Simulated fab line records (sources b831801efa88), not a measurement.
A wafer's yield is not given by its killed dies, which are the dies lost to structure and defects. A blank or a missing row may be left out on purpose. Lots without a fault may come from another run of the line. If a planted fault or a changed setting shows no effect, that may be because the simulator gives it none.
fab line records    flow sky130
[record] lots = 10  wafers = 30  last-day = 49
route steps=708 shown LOCAL_INTERCONNECT@387 CONTACT@423 PAD_OPEN@708
lots with no fault: from the same line, run without faults
start-h: hours from the record's opening day to when the first of the lot's shown wafers began    wait-h: time in hours since the lot's previous step    " same as the row above    L1.1+2: a row that stands for several wafers    - either no value or no given start    * or withheld: withheld    < > ~ a bound
route shown NAME@n: a module of which the file shows steps, and the number in the route of the first    usual: mean and standard deviation over wafers with no fault    same: alike in all rows    chamber/n: place in a boat    sites: each site's reading    _std_site: standard deviation across them    _edge_site: outer sites' mean less inner sites'    radius-mm: how far each site lies from the wafer's centre    mask NAME#n: copy n    behind: tool/chamber where the wafer was last shaped    hold: reason for holding the lot/hours on hold/outcome of the hold    device: names the non-switching transistor (n, p or np)    end of line: tests of these same wafers at the route's end    step lacking rows: just its recipe    killed: the dies lost at the first sort to structure and to defects; this is not the yield of the wafer    map: dies across one wafer; x = killed, . = not, _ = none there
set.NAME: setting as actually run; set.NAME@STEP: the setting as run at that earlier step    model.NAME: the simulator's own value behind a step, which no gauge read
steps of the route over a sample of lots; a table a step, a row a wafer
services: the hour from which a tool's chamber was out of use, counted from the record's first day as start-h (under 0 if before that day), plus the number of hours and why
[[steps]]
[step SKY_LOCAL_INTERCONNECT_SPUTTER_00]
[recipe] material = TiN  target-thk-nm = 100  temp-c = 300  power-w = 6500  time-s = 83.3  chamber-pressure-pa = 0.4
[usual] throttle-valve-pct = 29.9/1.3
lot.wafer  tool            chamber  start-h  wait-h  throttle-valve-pct
L830.1     pvd-sputter-03  -        698.58   0.2     29.1
L830.5     "               -        "        "       31.1
L830.6     "               -        "        "       27.5
L831.1     pvd-sputter-03  -        707.61   0.2     31.3
L831.3     "               -        "        "       29.3
L831.6     "               -        "        "       27.4
L832.3     pvd-sputter-01  -        709.26   0.1     31.0
L832.4     "               -        "        "       30.1
L832.6     "               -        "        "       30.6
L833.1     pvd-sputter-01  -        723.11   0.2     30.2
L833.3     "               -        "        "       29.1
L833.4     "               -        "        "       30.3
L836.4     pvd-sputter-04  -        756.71   0.1     30.6
L836.5     "               -        "        "       28.5
L836.6     "               -        "        "       30.4
L841.3     pvd-sputter-03  -        785.16   0.2     27.4
L841.4     "               -        "        "       31.2
L841.5     "               -        "        "       29.2
L842.1     pvd-sputter-03  -        801.53   0.1     29.4
L842.3     "               -        "        "       30.8
L842.5     "               -        "        "       31.4
L843.1     pvd-sputter-03  -        808.36   0.1     31.2
L843.3     "               -        "        "       29.2
L843.6     "               -        "        "       31.7
L846.2     pvd-sputter-01  -        824.43   0.2     30.7
L846.5     "               -        "        "       30.3
L846.6     "               -        "        "       30.2
L847.1     pvd-sputter-04  -        828.96   0.1     30.5
L847.4     "               -        "        "       32.1
L847.6     "               -        "        "       32.5
[step SKY_LOCAL_INTERCONNECT_RS_MEAS_01]
[recipe] thk-meas-gauge = four-point-probe  reads = TiN_of_LOCAL_INTERCONNECT_SPUTTER_00
[usual] LOCAL_INTERCONNECT_TIN_RS = 14.19/0.21
lot.wafer  tool           chamber  start-h  wait-h  LOCAL_INTERCONNECT_TIN_RS[ohm/sq]
L830.1     film-metro-03  -        698.64   0.0     14.40
L830.5     "              -        "        "       14.15
L830.6     "              -        "        "       14.11
L831.1     film-metro-02  -        707.67   0.0     14.12
L831.3     "              -        "        "       14.57
L831.6     "              -        "        "       14.35
L832.3     film-metro-02  -        709.36   0.1     14.16
L832.4     "              -        "        "       14.37
L832.6     "              -        "        "       14.24
L833.1     film-metro-02  -        723.18   0.0     14.47
L833.3     "              -        "        "       14.13
L833.4     "              -        "        "       14.14
L836.4     film-metro-03  -        756.84   0.1     14.22
L836.5     "              -        "        "       14.28
L836.6     "              -        "        "       14.28
L841.3     film-metro-04  -        785.26   0.1     14.17
L841.4     "              -        "        "       14.13
L841.5     "              -        "        "       14.39
L842.1     film-metro-02  -        801.59   0.0     14.57
L842.3     "              -        "        "       14.19
L842.5     "              -        "        "       14.19
L843.1     film-metro-02  -        808.42   0.0     14.29
L843.3     "              -        "        "       14.33
L843.6     "              -        "        "       13.91
L846.2     film-metro-03  -        824.51   0.1     13.89
L846.5     "              -        "        "       13.76
L846.6     "              -        "        "       13.97
L847.1     film-metro-03  -        829.02   0.0     14.17
L847.4     "              -        "        "       14.12
L847.6     "              -        "        "       14.14
[step SKY_LOCAL_INTERCONNECT_CD_MEAS_11]
[recipe] target-cd-nm = 170
[usual] cd-nm = 169.5/1.6
lot.wafer  tool       chamber  start-h  wait-h  cd-nm
L830.1     cd-sem-02  -        726.67   -       168.1
L830.5     "          -        "        "       166.4
L830.6     "          -        "        "       167.2
L831.1     cd-sem-01  -        734.64   -       167.0
L831.3     "          -        "        "       167.1
L831.6     "          -        "        "       168.0
L832.3     cd-sem-01  -        736.48   -       170.3
L832.4     "          -        "        "       171.3
L832.6     "          -        "        "       170.0
L833.1     cd-sem-02  -        749.79   -       173.4
L833.3     "          -        "        "       175.5
L833.4     "          -        "        "       173.5
L836.4     cd-sem-01  -        783.93   -       170.9
L836.5     "          -        "        "       170.3
L836.6     "          -        "        "       170.1
L841.3     cd-sem-01  -        811.66   -       168.7
L841.4     "          -        "        "       169.2
L841.5     "          -        "        "       170.0
L842.1     cd-sem-02  -        827.92   -       169.1
L842.3     "          -        "        "       170.4
L842.5     "          -        "        "       169.5
L843.1     cd-sem-02  -        834.77   -       169.5
L843.3     "          -        "        "       167.7
L843.6     "          -        "        "       168.2
L846.2     cd-sem-02  -        850.26   -       166.8
L846.5     "          -        "        "       167.0
L846.6     "          -        "        "       166.7
L847.1     cd-sem-02  -        855.12   -       167.6
L847.4     "          -        "        "       168.6
L847.6     "          -        "        "       168.1
[step SKY_CONTACT_ETCH_17]
[recipe] target = SiO2  chemistry = C4F8/O2/Ar  stop-on = Si3N4  mask-material = KrF-thick  source-w = 1500  bias-w = 1200  pressure-mtorr = 40  c4f8-flow-sccm = withheld  O2_flow_sccm = 6  Ar_flow_sccm = 300  time-s = withheld  target-depth-a = 3400
[usual] bias-w = 1200/3.6  chamber-pressure-mTorr = 40.00/0.032  oes-product-au = 0.891/0.0049
lot.wafer  tool         chamber  start-h  wait-h  bias-w  chamber-pressure-mTorr  oes-product-au
L830.1     rie-diel-03  0        755.24   0.0     1202    40.00                   0.880
L830.5     "            1        "        "       1205    39.98                   0.895
L830.6     "            2        "        "       1194    40.02                   0.886
L831.1     rie-diel-03  3        763.42   0.0     -       -                       -
L831.3     "            0        "        "       -       -                       -
L831.6     "            0        "        "       -       -                       -
L832.3     rie-diel-03  0        765.19   0.0     -       -                       -
L832.4     "            0        "        "       -       -                       -
L832.6     "            3        "        "       -       -                       -
L833.1     rie-diel-03  1        778.37   0.0     -       -                       -
L833.3     "            0        "        "       -       -                       -
L833.4     "            2        "        "       -       -                       -
L836.4     rie-diel-01  3        812.09   0.0     1201    40.02                   0.897
L836.5     "            1        "        "       1192    40.01                   0.893
L836.6     "            2        "        "       1211    40.00                   0.890
L841.3     rie-diel-03  2        839.09   0.0     1202    39.99                   0.894
L841.4     "            3        "        "       1197    40.01                   0.896
L841.5     "            1        "        "       1196    40.01                   0.897
L842.1     rie-diel-03  3        856.19   0.0     1199    40.02                   0.890
L842.3     "            2        "        "       1202    39.97                   0.900
L842.5     "            0        "        "       1198    39.99                   0.890
L843.1     rie-diel-03  2        861.84   0.0     1203    39.96                   0.891
L843.3     "            0        "        "       1199    39.97                   0.893
L843.6     "            0        "        "       1203    40.03                   0.885
L846.2     rie-diel-03  2        877.74   0.0     1206    40.01                   0.887
L846.5     "            3        "        "       1203    39.97                   0.887
L846.6     "            0        "        "       1201    39.98                   0.887
L847.1     rie-diel-03  0        882.72   0.0     1193    40.03                   0.889
L847.4     "            2        "        "       1199    39.96                   0.889
L847.6     "            3        "        "       1194    40.00                   0.889
[step SKY_CONTACT_ETCH_18]
[recipe] target = Si3N4  chemistry = CHF3/O2  stop-on = TiN  source-w = 600  bias-w = 200  pressure-mtorr = 40  chf3-flow-sccm = 50  O2_flow_sccm = 5  time-s = 39  target-depth-a = 750
[usual] O2_flow_sccm = 5.001/0.015  bias-w = 200.1/0.57  chamber-pressure-mTorr = 40.00/0.034  drypump-motor-current-A = 5.9/0.46  oes-product-au = 0.855/0.008  throttle-valve-pct = 8.794/0.0087
lot.wafer  tool         chamber  start-h  wait-h  O2_flow_sccm  bias-w  chamber-pressure-mTorr  drypump-motor-current-A  oes-product-au  rf-hours-counter-h  throttle-valve-pct
L830.1     rie-diel-03  0        -        -       4.989         199.7   40.00                   6.1                      0.847           18                  8.813
L830.5     "            1        "        "       4.980         201.1   39.96                   5.1                      0.848           -                   8.790
L830.6     "            2        "        "       4.989         200.9   40.01                   5.4                      0.864           -                   8.792
L831.1     rie-diel-03  3        -        -       5.012         199.9   39.98                   6.2                      0.375           14                  8.677
L831.3     "            0        "        "       5.007         199.9   39.99                   6.1                      0.376           18                  8.681
L831.6     "            0        "        "       5.024         200.6   39.97                   6.2                      0.376           -                   8.663
L832.3     rie-diel-03  0        -        -       5.009         200.3   40.01                   6.1                      0.376           18                  8.680
L832.4     "            0        "        "       5.005         200.1   39.98                   6.2                      0.384           -                   8.678
L832.6     "            3        "        "       4.992         199.5   39.96                   6.2                      0.376           -                   8.674
L833.1     rie-diel-03  1        -        -       4.998         199.4   39.99                   5.1                      0.369           0                   8.667
L833.3     "            0        "        "       5.016         199.1   40.04                   6.2                      0.379           18                  8.668
L833.4     "            2        "        "       4.999         200.5   40.06                   5.4                      0.380           6                   8.679
L836.4     rie-diel-01  3        -        -       4.983         200.3   40.00                   5.4                      0.857           7                   8.805
L836.5     "            1        "        "       5.007         200.0   40.03                   5.6                      0.871           -                   8.787
L836.6     "            2        "        "       5.008         199.8   39.99                   6.2                      0.856           -                   8.797
L841.3     rie-diel-03  2        -        -       5.020         200.0   40.04                   5.4                      0.851           9                   8.797
L841.4     "            3        "        "       4.996         199.8   40.01                   6.2                      0.877           17                  8.791
L841.5     "            1        "        "       4.987         200.7   40.01                   5.1                      0.852           -                   8.788
L842.1     rie-diel-03  3        -        -       5.011         199.8   39.98                   6.2                      0.858           17                  8.796
L842.3     "            2        "        "       4.977         199.5   40.01                   5.4                      0.859           9                   8.775
L842.5     "            0        "        "       4.996         200.4   39.96                   6.1                      0.858           -                   8.801
L843.1     rie-diel-03  2        -        -       5.012         200.0   39.98                   5.4                      0.854           10                  8.791
L843.3     "            0        "        "       5.029         199.2   39.97                   6.2                      0.855           21                  8.805
L843.6     "            0        "        "       4.999         199.1   40.01                   6.2                      0.858           -                   8.800
L846.2     rie-diel-03  2        -        -       4.984         199.5   39.98                   5.4                      0.861           10                  8.788
L846.5     "            3        "        "       4.986         199.7   39.98                   6.2                      0.854           -                   8.787
L846.6     "            0        "        "       5.019         200.7   39.97                   6.1                      0.854           -                   8.787
L847.1     rie-diel-03  0        -        -       5.002         199.9   40.02                   6.1                      0.852           22                  8.791
L847.4     "            2        "        "       4.984         199.1   39.98                   5.4                      0.870           10                  8.791
L847.6     "            3        "        "       5.008         199.4   39.94                   6.2                      0.855           -                   8.780
[step SKY_CONTACT_STRIP_19]
[recipe] chemistry = O2/N2  power-w = 1400  pressure-mtorr = 1500  platen-temp-c = withheld  o2-flow-sccm = 3000  n2-flow-sccm = 300  overash-fraction = 0.5
[usual] chamber-pressure-mTorr = 1500.0/1.4  drypump-motor-current-A = 5.7/0.34  oes-product-au = 0.381/0.0046  strip-time-to-endpoint-s = 3.61/0.039
lot.wafer  tool             chamber  start-h  wait-h  chamber-pressure-mTorr  drypump-motor-current-A  oes-product-au  rf-hours-counter-h  strip-time-to-endpoint-s
L830.1     plasma-asher-03  1        755.33   -       1502.2                  6.4                      0.386           89                  3.62
L830.5     "                0        "        "       1500.5                  5.5                      0.383           -                   3.57
L830.6     "                1        "        "       1501.9                  6.4                      0.380           -                   3.62
L831.1     plasma-asher-04  0        763.51   -       1500.9                  5.6                      0.418           66                  4.29
L831.3     "                0        "        "       1500.4                  5.6                      0.405           -                   4.27
L831.6     "                0        "        "       1497.9                  5.6                      0.402           -                   4.28
L832.3     plasma-asher-01  0        765.31   -       1498.5                  5.9                      0.414           -                   4.31
L832.4     "                1        "        "       1498.2                  5.4                      0.413           -                   4.30
L832.6     "                1        "        "       1500.2                  5.4                      0.407           -                   4.30
L833.1     plasma-asher-01  0        778.46   -       1497.6                  5.9                      0.412           3                   4.32
L833.3     "                0        "        "       1499.7                  5.9                      0.408           -                   4.31
L833.4     "                1        "        "       1500.0                  5.4                      0.405           -                   4.31
L836.4     plasma-asher-04  0        812.21   -       1503.8                  5.5                      0.382           -                   3.59
L836.5     "                1        "        "       1499.1                  5.5                      0.377           -                   3.65
L836.6     "                0        "        "       1499.9                  5.5                      0.384           -                   3.62
L841.3     plasma-asher-04  1        839.21   -       1502.0                  5.5                      0.381           -                   3.62
L841.4     "                0        "        "       1500.3                  5.5                      0.377           -                   3.59
L841.5     "                1        "        "       1498.7                  5.5                      0.371           -                   3.57
L842.1     plasma-asher-03  1        856.28   -       1498.9                  6.4                      0.376           99                  3.58
L842.3     "                0        "        "       1500.2                  5.5                      0.385           -                   3.61
L842.5     "                0        "        "       1501.3                  5.5                      0.384           -                   3.60
L843.1     plasma-asher-03  1        861.93   -       1499.9                  6.4                      0.373           100                 3.63
L843.3     "                0        "        "       1500.5                  5.5                      0.379           -                   3.59
L843.6     "                0        "        "       1501.7                  5.5                      0.386           -                   3.60
L846.2     plasma-asher-03  0        877.83   -       1499.3                  5.6                      0.383           101                 3.62
L846.5     "                1        "        "       1501.7                  6.4                      0.386           -                   3.59
L846.6     "                0        "        "       1502.4                  5.6                      0.382           -                   3.61
L847.1     plasma-asher-03  1        882.81   -       1502.3                  6.4                      0.384           102                 3.54
L847.4     "                1        "        "       1499.2                  6.4                      0.377           -                   3.57
L847.6     "                0        "        "       1500.5                  5.5                      0.377           -                   3.56
[step SKY_PAD_OPEN_PROBE_99]
[usual] killed_at_M0_to_M3 = 44/7.8  killed_at_M4_up = 3.1/1.7  killed-at-contacts = 25/5.1  killed-at-front-end = 15/4.4  killed-at-other = 0.5/0.68  killed-dies = 88/9.9  killed-on-rim = 17/3.9  killed-open = 48/6.9  killed-short = 39/6.5
[same] gross-dies = 492  killed-at-back-side = 0
lot.wafer  tool       chamber  start-h  wait-h  killed_at_M0_to_M3  killed_at_M4_up  killed-at-contacts  killed-at-front-end  killed-at-other  killed-dies  killed-on-rim  killed-open  killed-short
L831.1     prober-02  -        1094.36  0.1     37                  5                424                 25                   1                492          96             57           33
L831.3     prober-02  -        1094.46  0.2     52                  2                428                 10                   0                492          96             52           42
L831.6     prober-02  -        1094.61  0.2     44                  2                429                 16                   1                492          96             61           31
L832.3     prober-01  -        1102.13  0.2     53                  8                413                 18                   0                492          96             54           51
L832.4     prober-01  -        1102.18  0.2     38                  1                433                 20                   0                492          96             36           47
L832.6     prober-01  -        1102.28  0.2     38                  4                432                 17                   1                492          96             51           36
L833.1     prober-02  -        1108.97  0.1     68                  4                407                 12                   1                492          96             60           47
L833.3     prober-02  -        1109.07  0.2     57                  4                413                 16                   2                492          96             63           41
L833.4     prober-02  -        1109.12  0.2     42                  5                431                 13                   1                492          96             43           36
// killed by level:class
L831.1 CONTACT:area-etch=402 VIA1:geometric-particle:open=11 LI_CONTACT:geometric-particle:open=9 CONTACT:geometric-particle:open=9 FIELD_ISO:geometric-particle:short=8 VIA2:geometric-particle:open=7 POLY_GATE:geometric-particle:open=6 POLY_GATE:geometric-particle:short=4
L831.3 CONTACT:area-etch=398 CONTACT:geometric-particle:open=11 VIA1:geometric-particle:open=10 METAL1:geometric-particle:short=9 VIA3:geometric-particle:open=7 LI_CONTACT:geometric-particle:open=6 LOCAL_INTERCONNECT:geometric-particle:short=6 VIA2:geometric-particle:open=6
L831.6 CONTACT:area-etch=400 VIA1:geometric-particle:open=13 VIA2:geometric-particle:open=10 CONTACT:geometric-particle:open=10 LI_CONTACT:geometric-particle:open=8 VIA1:geometric-particle:short=6 VIA3:geometric-particle:open=6 FIELD_ISO:geometric-particle:open=4
L832.3 CONTACT:area-etch=387 CONTACT:geometric-particle:open=13 VIA2:geometric-particle:open=10 VIA1:geometric-particle:open=9 METAL1:geometric-particle:short=6 LI_CONTACT:geometric-particle:open=6 METAL4:geometric-particle:short=6 FIELD_ISO:geometric-particle:open=5
L832.4 CONTACT:area-etch=409 METAL2:geometric-particle:short=8 FIELD_ISO:geometric-particle:short=7 CONTACT:geometric-particle:open=6 METAL1:geometric-particle:short=6 FIELD_ISO:geometric-particle:open=5 LI_CONTACT:geometric-particle:open=5 CONTACT:geometric-particle:short=5
L832.6 CONTACT:area-etch=405 CONTACT:geometric-particle:open=11 VIA1:geometric-particle:open=9 LI_CONTACT:geometric-particle:open=7 VIA1:geometric-particle:short=6 VIA2:geometric-particle:open=6 POLY_GATE:geometric-particle:open=5 CONTACT:geometric-particle:short=5
L833.1 CONTACT:area-etch=384 VIA1:geometric-particle:open=19 VIA3:geometric-particle:open=10 VIA1:geometric-particle:short=10 LI_CONTACT:geometric-particle:open=8 CONTACT:geometric-particle:open=7 METAL1:geometric-particle:short=6 CONTACT:geometric-particle:short=5
L833.3 CONTACT:area-etch=387 VIA1:geometric-particle:open=20 LI_CONTACT:geometric-particle:open=11 VIA1:geometric-particle:short=11 FIELD_ISO:geometric-particle:open=7 VIA3:geometric-particle:open=7 CONTACT:geometric-particle:open=6 CONTACT:geometric-particle:short=4
L833.4 CONTACT:area-etch=412 CONTACT:geometric-particle:open=10 VIA1:geometric-particle:open=8 VIA3:geometric-particle:open=6 VIA3:geometric-particle:short=6 METAL2:geometric-particle:short=5 FIELD_ISO:geometric-particle:short=4 VIA1:geometric-particle:short=4
[[services]]
tool             chamber  start-h  hours  kind
rie-diel-01      0        683.98   3.8    repair
pvd-sputter-04   -        690.06   1.8    repair
plasma-asher-04  -        696.76   2.3    repair
pvd-sputter-03   -        731.19   6.5    repair
plasma-asher-01  -        733.75   9.0    pm
rie-diel-01      3        737.85   19.6   repair
pvd-sputter-01   -        738.92   1.5    repair
rie-diel-01      1        743.27   9.7    repair
rie-diel-03      1        756.32   -      clean
rie-diel-03      1        756.32   12.0   scheduled-down
rie-diel-01      2        763.40   16.6   repair
rie-diel-01      -        768.84   28.1   pm
rie-diel-01      -        796.94   2.8    pm
pvd-sputter-03   -        804.69   3.0    repair
plasma-asher-04  -        807.46   2.8    repair
rie-diel-03      0        813.37   3.4    repair
pvd-sputter-01   -        814.77   6.9    repair
pvd-sputter-03   -        821.93   4.1    repair
pvd-sputter-01   -        829.66   9.3    repair
rie-diel-01      -        829.99   0.7    repair
rie-diel-03      2        830.24   2.5    repair
pvd-sputter-01   -        832.32   0.5    repair
pvd-sputter-01   -        844.80   1.7    repair
plasma-asher-03  -        851.58   0.6    repair
[[key]]
[first-sign] step = SKY_CONTACT_ETCH_17  reading = tool-record  direction = missing
[effect] step = SKY_CONTACT_ETCH_18  reading = oes-product-au  direction = down  sigmas = 60  usual = 0.855  struck = 0.377
[effect] step = SKY_CONTACT_STRIP_19  reading = strip-time-to-endpoint-s  direction = up  sigmas = 18  usual = *  struck = *
[effect] step = SKY_PAD_OPEN_PROBE_99  reading = killed-at-contacts  direction = up  sigmas = 77  usual = 25  struck = 423
[more-kills-born-at] SKY_CONTACT_ETCH_17@rie-diel-03 = 3584
met-at SKY_CONTACT_ETCH_17
struck-lots L831,L832,L833
later-rows-left-out L831.1,L831.3,L831.6,L832.3,L832.4,L832.6,L833.1,L833.3,L833.4
tester-left-out L831,L832,L833
not-acting-at SKY_LOCAL_INTERCONNECT_SPUTTER_00,SKY_LOCAL_INTERCONNECT_RS_MEAS_01,SKY_LOCAL_INTERCONNECT_CD_MEAS_11
onset-between 755.24 763.42
[fault] kind = skipped-step-whole  tool = rie-diel-03  chamber = -  onset-h = 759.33  steps = SKY_CONTACT_ETCH_17  scope = struck-lots-only
// tester-left-out: of these lots the tester's yield and bins aren't shown, on N5 and GAA mostly nor the transistor test; their killed dies are dies lost to structure and defects alone, not to doping, threshold or leakage, so they don't give the yield
// later-rows-left-out: the simulator's readings of these wafers behind a module that went badly wrong aren't trusted and aren't shown, but for the sort
